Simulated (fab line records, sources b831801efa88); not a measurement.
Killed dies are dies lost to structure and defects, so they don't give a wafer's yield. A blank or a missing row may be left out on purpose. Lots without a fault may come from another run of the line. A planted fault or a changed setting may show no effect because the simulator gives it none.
Chamber matching | flow sky130 | SKY_VIA1_CMP_24 on cmp-01: 4 sister chambers
The step polishes, stops on SiO2, t overpolish 15 s, target thk 0 nm. 4 wafers are shown with their chamber, then 12 later ones without.

WAFERS WITH THEIR CHAMBER
wafer  | chamber | motor_current_A (A)
L090.5 | 1       | 12.2
L092.1 | 2       | 11.8
L092.3 | 3       | 11.8
L092.4 | 0       | 10.7

WAFERS WITHOUT THEIR CHAMBER
wafer  | motor_current_A (A)
L094.2 | 12.3
L094.4 | 11.4
L094.6 | 11.5
L093.4 | 10.7
L093.5 | 11.7
L093.6 | 10.9
L095.3 | 11.8
L095.4 | 11.9
L095.5 | 11.3
L097.3 | 11.3
L097.4 | 11.2
L097.5 | 11.6

WHICH CHAMBER EACH WENT THROUGH
wafer  | from the rows above               | in truth
L094.2 | can't be placed: 1 or 2 or 3      | 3
L094.4 | can't be placed: 2 or 3 or 0 or 1 | 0
L094.6 | can't be placed: 2 or 3 or 1 or 0 | 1
L093.4 | 0                                 | 0
L093.5 | can't be placed: 2 or 3 or 1      | 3
L093.6 | 0                                 | 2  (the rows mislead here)
L095.3 | can't be placed: 2 or 3 or 1      | 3
L095.4 | can't be placed: 2 or 3 or 1      | 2
L095.5 | can't be placed: 2 or 3 or 0 or 1 | 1
L097.3 | can't be placed: 2 or 3 or 0 or 1 | 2
L097.4 | can't be placed: 0 or 2 or 3 or 1 | 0
L097.5 | can't be placed: 2 or 3 or 1      | 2
Placed correctly: 1 of 12. Can't be placed from these rows: 10 (the true chamber is among the candidates in 10). Placed wrongly: 1.
How it was worked out, from the rows above alone: a wafer's distance from a chamber is the root of the sum, over the readings, of the square of ((its reading less the chamber's mean) divided by the reading's scatter). The wafer belongs to the nearest chamber; if the next one is less than 2 further off, it can't be placed. A chamber's mean is the mean of its shown wafers. The scatter: with one shown wafer a chamber, the root of the mean of the squares of how far each hidden wafer lies from its nearest shown one.
